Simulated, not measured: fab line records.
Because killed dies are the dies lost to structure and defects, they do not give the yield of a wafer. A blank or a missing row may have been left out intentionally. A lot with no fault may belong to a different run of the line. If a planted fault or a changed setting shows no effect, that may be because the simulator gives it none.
Which tool was responsible? | flow gf180mcu | 12 lots, 36 wafers sampled, at 3 steps of a route of 602

## WHAT THE GAUGES SHOWED, per wafer
GF_VT_IMPLANT_OVL_MEAS_07.
lot  | measured     | on         | VT_IMPLANT_OVL (nm)
L749 | day 6 00:01  | overlay-02 | 3.1 -2.2 0.4
L751 | day 6 10:05  | overlay-01 | 0.6 1.2 0.6
L754 | day 7 03:52  | overlay-01 | -0.1 -1.3 0.9
L757 | day 7 22:23  | overlay-01 | -0.4 -1.6 -1.5
L758 | day 8 07:42  | overlay-01 | -0.5 0.5 -2.3
L760 | day 8 18:32  | overlay-01 | 0.7 -1.7 -1.4
L761 | day 8 21:43  | overlay-01 | 1.0 -0.1 0.9
L762 | day 9 04:39  | overlay-01 | 1.7 -0.4 -0.3
L763 | day 9 10:16  | overlay-01 | 1.9 0.1 1.5
L767 | day 10 13:14 | overlay-01 | 1.0 -1.0 -0.3
L768 | day 10 20:46 | overlay-02 | 1.6 0.7 1.2
L769 | day 11 08:01 | overlay-01 | -1.2 -1.9 -1.9

GF_HV_LDD_CD_MEAS_46 targets a cd of 400 nm.
lot  | measured     | on        | cd-nm (nm)
L749 | day 12 20:41 | cd-sem-02 | 398.4 401.4 397.0
L751 | day 13 07:28 | cd-sem-02 | 399.4 397.6 401.6
L754 | day 14 05:33 | cd-sem-02 | 401.9 397.9 399.3
L757 | day 15 07:07 | cd-sem-02 | 404.5 400.6 402.6
L758 | day 15 22:43 | cd-sem-01 | 400.6 400.0 401.4
L760 | day 16 11:08 | cd-sem-02 | 399.1 399.1 398.3
L761 | day 16 18:03 | cd-sem-01 | 402.2 401.8 402.3
L762 | day 17 03:59 | cd-sem-02 | 399.0 396.6 397.7
L763 | day 17 09:53 | cd-sem-01 | 400.0 400.0 398.5
L767 | day 18 18:01 | cd-sem-01 | 397.5 398.3 398.4
L768 | day 19 08:16 | cd-sem-02 | 399.2 397.4 486.2
L769 | day 19 17:03 | cd-sem-01 | 402.0 490.7 490.6

## EACH LOT AND THE TOOL THAT RAN IT (in order: tool; ch and the chambers of the sampled wafers; start)
lot  | GF_HV_LDD_COAT_41
L749 | litho-track-03 ch 0, day 12 10:32
L751 | litho-track-03 ch 0, day 12 21:38
L754 | litho-track-04 ch 0, day 13 19:17
L757 | litho-track-02 ch 0, day 14 20:29
L758 | litho-track-03 ch 0, day 15 11:36
L760 | litho-track-03 ch 0, day 15 23:38
L761 | litho-track-03 ch 0, day 16 07:03
L762 | litho-track-02 ch 0, day 16 16:27
L763 | litho-track-04 ch 0, day 16 22:13
L767 | litho-track-04 ch 0, day 18 05:46
L768 | litho-track-04 ch 0, day 18 20:01
L769 | litho-track-04 ch 0, day 19 04:43
- GF_HV_LDD_COAT_41: resist thk 1000 nm.

## AS READ BY THE TOOLS THEMSELVES (means over the sampled wafers that have a number; for cases with no such wafer, the mark the record gives instead)
The record holds no such reading with a usual standard deviation.

## THE ANSWER, worked out from the rows above alone
Rule: the usual values come from the lots themselves. The widest of any qualifying gaps counts: lots, ordered by their means at a reading, are off when they make up no more than a third of the lots, leave a main group of 4 or more, and stand apart from it by 3 or more times the standard deviation of that group's means. The tables above print the reading to a certain number of digits; a main group whose means all agree to those digits is not used. Also off: a lot with no number at a reading for which 4 or more lots have one. All remaining lots with rows at the step are treated as sound. The gauges are gone through in route order, then the tools' own readings, and for those a lot's mean is taken as printed above. At the first step where some lot is off, the reading lying furthest off is the one used; lots without a number count as furthest.
Off: L768, L769, at GF_HV_LDD_CD_MEAS_46 (cd-nm). Mean 399.8 nm and standard deviation 1.5 in the main group.
If a tool, at a process step before that reading, ran all the lots that are off and no sound lot after the first of them, it fits. The gauges at GF_HV_LDD_CD_MEAS_46 are tried like those tools. One candidate fits, namely litho-track-04 at GF_HV_LDD_COAT_41. A fault onset in the window from L767 (day 18 05:46, its last sound lot) to L768 (day 18 20:01, its first lot off) fits.

## WHAT THE SIMULATOR PUT IN
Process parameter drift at GF_HV_LDD_COAT_41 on litho-track-04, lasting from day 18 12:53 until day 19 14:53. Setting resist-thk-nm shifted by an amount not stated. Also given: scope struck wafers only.
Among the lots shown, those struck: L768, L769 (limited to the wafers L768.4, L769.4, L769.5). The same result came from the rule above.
